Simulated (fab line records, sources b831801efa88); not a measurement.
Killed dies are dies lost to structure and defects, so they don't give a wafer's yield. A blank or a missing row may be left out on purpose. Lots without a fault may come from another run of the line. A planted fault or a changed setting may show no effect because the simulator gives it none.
Which tool did it? | flow sky130 | 14 lots, 42 wafers sampled, at 3 steps of a route of 708

WHAT THE GAUGES READ, wafer by wafer
SKY_LI_CONTACT_RS_MEAS_22: measures by four-point-probe.
lot  | measured     | on            | LI_CONTACT_W_RS (ohm/sq)
L287 | day 29 05:17 | film_metro-02 | 0.285 0.285 0.283
L289 | day 30 03:08 | film_metro-02 | 0.284 0.280 0.277
L290 | day 30 09:48 | film_metro-02 | 0.285 0.283 0.289
L291 | day 30 15:44 | film_metro-01 | 0.281 0.282 0.288
L293 | day 31 05:50 | film_metro-01 | 0.286 0.287 0.283
L294 | day 31 16:44 | film_metro-01 | 0.279 0.286 0.277
L295 | day 31 20:03 | film_metro-03 | 0.282 0.285 0.286
L296 | day 32 13:43 | film_metro-02 | 0.283 0.286 0.286
L298 | day 32 23:47 | film_metro-01 | 0.284 0.284 0.285
L299 | day 33 04:29 | film_metro-01 | 0.285 0.280 0.284
L303 | day 34 23:59 | film_metro-03 | 0.280 0.286 0.285
L307 | day 35 13:37 | film_metro-01 | 0.219 0.285 0.284
L308 | day 36 02:21 | film_metro-01 | 0.284 0.284 0.220
L310 | day 36 13:45 | film_metro-02 | 0.280 0.284 0.284

SKY_LI_CONTACT_THK_MEAS_23: measures by xrf.
lot  | measured     | on            | LI_CONTACT_W_THK (nm)
L287 | day 29 05:25 | film_metro-02 | 377 380 382
L289 | day 30 03:15 | film_metro-02 | 374 378 381
L290 | day 30 09:54 | film_metro-02 | 373 374 366
L291 | day 30 15:51 | film_metro-01 | 392 389 384
L293 | day 31 05:56 | film_metro-01 | 387 384 391
L294 | day 31 16:52 | film_metro-01 | 394 387 401
L295 | day 31 20:10 | film_metro-03 | 393 389 388
L296 | day 32 13:50 | film_metro-02 | 387 382 379
L298 | day 32 23:53 | film_metro-01 | 388 388 391
L299 | day 33 04:37 | film_metro-01 | 385 394 387
L303 | day 35 00:07 | film_metro-03 | 390 386 382
L307 | day 35 13:44 | film_metro-01 | 497 391 391
L308 | day 36 02:28 | film_metro-01 | 382 386 491
L310 | day 36 13:52 | film_metro-02 | 387 382 384

WHICH TOOL RAN EACH LOT (tool, then ch and the chambers of the sampled wafers, then the start)
lot  | SKY_LI_CONTACT_CVD_21
L287 | cvd_w-02 ch 0,1, day 29 05:10
L289 | cvd_w-01 ch 0,1, day 30 03:00
L290 | cvd_w-02 ch 0,1, day 30 09:41
L291 | cvd_w-02 ch 0,1, day 30 15:36
L293 | cvd_w-01 ch 0,1, day 31 05:41
L294 | cvd_w-01 ch 0,1, day 31 16:37
L295 | cvd_w-02 ch 0,1, day 31 19:54
L296 | cvd_w-02 ch 0,1, day 32 13:35
L298 | cvd_w-02 ch 0,1, day 32 23:38
L299 | cvd_w-02 ch 0,1, day 33 04:22
L303 | cvd_w-01 ch 0,1, day 34 23:52
L307 | cvd_w-01 ch 0,1, day 35 13:29
L308 | cvd_w-01 ch 0,1, day 36 02:12
L310 | cvd_w-02 ch 0,1, day 36 13:36
- SKY_LI_CONTACT_CVD_21: deposits W, target thk 400 nm, time 120.56 s.

WHAT THE TOOLS THEMSELVES READ (means of the sampled wafers that have a number; where no wafer has one, the mark that the record gives instead)
SKY_LI_CONTACT_CVD_21.
lot  | tool     | heater_power_w (W)
L287 | cvd_w-02 | 850
L289 | cvd_w-01 | 824
L290 | cvd_w-02 | 854
L291 | cvd_w-02 | 841
L293 | cvd_w-01 | 842
L294 | cvd_w-01 | 829
L295 | cvd_w-02 | 843
L296 | cvd_w-02 | 849
L298 | cvd_w-02 | 850
L299 | cvd_w-02 | 855
L303 | cvd_w-01 | 851
L307 | cvd_w-01 | 853
L308 | cvd_w-01 | 859
L310 | cvd_w-02 | 860

THE ANSWER, worked out from the rows above alone
Rule: what is usual is taken from the lots themselves. Put in order of their means at a reading, lots are off if they are a third of the lots or fewer, leave a main group of 4 or more, and stand apart from it by a gap of 3 or more times the standard deviation of the main group's means; of several such gaps the widest counts. A main group whose means are all the same, to the digits that the tables above print for the reading, isn't used. A lot without any number at a reading at which 4 lots or more have one is off too. The other lots that the step has rows for count as sound. The gauges are gone through in route order, then the tools' own readings, and for those a lot's mean is taken as printed above. The first step at which some lot is off is used, and at that step the reading that is off furthest; a lot without a number counts as furthest.
Off: L307, L308, at SKY_LI_CONTACT_RS_MEAS_22 (LI_CONTACT_W_RS). The main group: mean 0.284 ohm/sq, standard deviation 0.0016.
A tool fits if, at a process step before that reading, it ran every lot that is off, and no sound lot after the first of them. The gauges at SKY_LI_CONTACT_RS_MEAS_22 are tried like those tools. Can't be told from this: 2 tools fit, cvd_w-01 at SKY_LI_CONTACT_CVD_21, film_metro-01 at SKY_LI_CONTACT_RS_MEAS_22.

WHAT THE SIMULATOR HAD PUT IN
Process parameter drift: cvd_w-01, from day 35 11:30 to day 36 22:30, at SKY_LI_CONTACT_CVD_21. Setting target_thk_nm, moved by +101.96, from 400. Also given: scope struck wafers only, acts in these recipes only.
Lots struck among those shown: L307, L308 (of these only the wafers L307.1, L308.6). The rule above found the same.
